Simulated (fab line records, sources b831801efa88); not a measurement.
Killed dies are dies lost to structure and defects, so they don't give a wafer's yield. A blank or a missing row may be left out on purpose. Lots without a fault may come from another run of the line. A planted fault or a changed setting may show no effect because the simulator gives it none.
Which tool did it? | flow gf180mcu | 14 lots, 42 wafers sampled, at 4 steps of a route of 602

WHAT THE GAUGES READ, wafer by wafer
GF_NSD_TW_MEAS_12.
lot  | measured     | on            | NSD_TW
L246 | day 13 22:18 | film_metro-03 | 4279 4263 4283
L247 | day 14 05:27 | film_metro-01 | 4240 4214 4245
L248 | day 14 17:27 | film_metro-03 | 4259 4273 4270
L251 | day 15 19:59 | film_metro-01 | 4248 4236 4258
L252 | day 16 16:35 | film_metro-03 | 4266 4235 4260
L253 | day 16 22:51 | film_metro-04 | 4174 4169 4172
L254 | day 16 23:41 | film_metro-03 | 4250 4254 4263
L256 | day 17 14:14 | film_metro-04 | 4171 4174 4180
L257 | day 18 05:58 | film_metro-03 | 4259 4253 4278
L259 | day 18 16:11 | film_metro-04 | 4194 4165 4188
L260 | day 19 01:28 | film_metro-03 | 4250 4247 4274
L263 | day 20 08:21 | film_metro-01 | 4246 4232 4253
L266 | day 20 19:42 | film_metro-01 | 4244 4225 4233
L267 | day 21 04:42 | film_metro-04 | 4217 4184 4181

GF_CONTACT_THK_MEAS_01.
lot  | measured     | on            | CONTACT_CVD_00_THK (nm)
L246 | day 15 17:29 | film_metro-02 | 297.9 297.1 300.5
L247 | day 15 23:53 | film_metro-04 | 299.7 297.8 299.2
L248 | day 16 14:49 | film_metro-04 | 297.4 299.5 296.3
L251 | day 17 19:09 | film_metro-02 | 295.9 296.9 301.5
L252 | day 18 16:22 | film_metro-03 | 299.9 296.0 296.6
L253 | day 18 22:45 | film_metro-04 | 301.4 298.7 301.3
L254 | day 18 23:45 | film_metro-03 | 296.9 298.2 300.5
L256 | day 19 15:28 | film_metro-04 | 299.1 303.6 299.3
L257 | day 20 07:25 | film_metro-02 | 306.8 303.8 301.2
L259 | day 20 17:29 | film_metro-03 | 298.6 300.9 298.5
L260 | day 21 03:52 | film_metro-03 | 301.3 304.7 301.8
L263 | day 22 10:01 | film_metro-02 | 299.8 300.8 300.2
L266 | day 22 20:20 | film_metro-03 | 300.4 301.8 305.8
L267 | day 23 05:14 | film_metro-03 | 299.0 299.9 300.3

WHICH TOOL RAN EACH LOT (tool, then ch and the chambers of the sampled wafers, then the start)
lot  | GF_SAB_WET_ETCH_12              | GF_SALICIDE_SPUTTER_02
L246 | wet_bench-03 ch 1, day 15 16:34 | pvd_sputter-01, day 15 16:54
L247 | wet_bench-02 ch 0, day 15 23:00 | pvd_sputter-03, day 15 23:19
L248 | wet_bench-03 ch 3, day 16 13:55 | pvd_sputter-02, day 16 14:15
L251 | wet_bench-02 ch 1, day 17 18:16 | pvd_sputter-02, day 17 18:35
L252 | wet_bench-04 ch 0, day 18 15:28 | pvd_sputter-03, day 18 15:47
L253 | wet_bench-04 ch 3, day 18 21:52 | pvd_sputter-03, day 18 22:11
L254 | wet_bench-02 ch 3, day 18 22:52 | pvd_sputter-03, day 18 23:11
L256 | wet_bench-03 ch 0, day 19 14:27 | pvd_sputter-02, day 19 14:52
L257 | wet_bench-03 ch 2, day 20 06:31 | pvd_sputter-03, day 20 06:50
L259 | wet_bench-04 ch 2, day 20 16:36 | pvd_sputter-01, day 20 16:55
L260 | wet_bench-03 ch 3, day 21 02:58 | pvd_sputter-03, day 21 03:17
L263 | wet_bench-04 ch 3, day 22 09:07 | pvd_sputter-01, day 22 09:26
L266 | wet_bench-02 ch 2, day 22 19:25 | pvd_sputter-01, day 22 19:45
L267 | wet_bench-04 ch 2, day 23 04:17 | pvd_sputter-01, day 23 04:39
- GF_SAB_WET_ETCH_12: etches SiO2 in dHF, target depth 22 nm, time 440 s.
- GF_SALICIDE_SPUTTER_02: material Co, target thk 10 nm, time 20 s.

WHAT THE TOOLS THEMSELVES READ (means of the sampled wafers that have a number; where no wafer has one, the mark that the record gives instead)
GF_SAB_WET_ETCH_12.
lot  | tool         | run_length_s (s)
L246 | wet_bench-03 | 472
L247 | wet_bench-02 | 465
L248 | wet_bench-03 | 475
L251 | wet_bench-02 | 465
L252 | wet_bench-04 | 467
L253 | wet_bench-04 | 467
L254 | wet_bench-02 | 466
L256 | wet_bench-03 | 472
L257 | wet_bench-03 | 524
L259 | wet_bench-04 | 466
L260 | wet_bench-03 | 523
L263 | wet_bench-04 | 468
L266 | wet_bench-02 | 475
L267 | wet_bench-04 | 465

GF_SALICIDE_SPUTTER_02.
lot  | tool           | cathode_dc_power_W (W) | chamber_pressure_pa (Pa) | throttle_valve_pct (%)
L246 | pvd_sputter-01 | 999.9                  | 0.3996                   | 28.9
L247 | pvd_sputter-03 | 1000.0                 | 0.3995                   | 29.9
L248 | pvd_sputter-02 | 1000.0                 | 0.3997                   | 30.6
L251 | pvd_sputter-02 | 1000.0                 | 0.4007                   | 30.7
L252 | pvd_sputter-03 | 1000.0                 | 0.4005                   | 29.2
L253 | pvd_sputter-03 | 1000.0                 | 0.4000                   | 29.6
L254 | pvd_sputter-03 | 1000.1                 | 0.4003                   | 29.7
L256 | pvd_sputter-02 | 1000.1                 | 0.4002                   | 29.4
L257 | pvd_sputter-03 | 999.9                  | 0.4003                   | 29.0
L259 | pvd_sputter-01 | 1000.0                 | 0.4002                   | 28.8
L260 | pvd_sputter-03 | 1000.0                 | 0.4000                   | 29.6
L263 | pvd_sputter-01 | 1000.1                 | 0.4003                   | 28.9
L266 | pvd_sputter-01 | 1000.0                 | 0.4003                   | 29.7
L267 | pvd_sputter-01 | 1000.0                 | 0.3999                   | 29.5

THE ANSWER, worked out from the rows above alone
Rule: what is usual is taken from the lots themselves. Put in order of their means at a reading, lots are off if they are a third of the lots or fewer, leave a main group of 4 or more, and stand apart from it by a gap of 3 or more times the standard deviation of the main group's means; of several such gaps the widest counts. A main group whose means are all the same, to the digits that the tables above print for the reading, isn't used. A lot without any number at a reading at which 4 lots or more have one is off too. The other lots that the step has rows for count as sound. The gauges are gone through in route order, then the tools' own readings, and for those a lot's mean is taken as printed above. The first step at which some lot is off is used, and at that step the reading that is off furthest; a lot without a number counts as furthest.
Off: L257, L260, at GF_SAB_WET_ETCH_12 (run_length_s). The main group: mean 469 s, standard deviation 3.7.
A tool fits if, at that step or a process step before it, it ran every lot that is off, and no sound lot after the first of them. One fits: wet_bench-03 at GF_SAB_WET_ETCH_12. Its last sound lot is L256 (day 19 14:27), its first lot that is off L257 (day 20 06:31): a fault that began between those two fits.
The tool's own readings at GF_SAB_WET_ETCH_12 bear it out: on the lots that are off they differ by more than 5 times the standard deviation of the sound lots' means. run_length_s reads 524 s there against 469 s on the sound lots.

WHAT THE SIMULATOR HAD PUT IN
Process parameter drift: wet_bench-03, from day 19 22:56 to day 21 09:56, at GF_SAB_WET_ETCH_12. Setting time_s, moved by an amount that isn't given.
Lots struck among those shown: L257, L260. The rule above found the same.
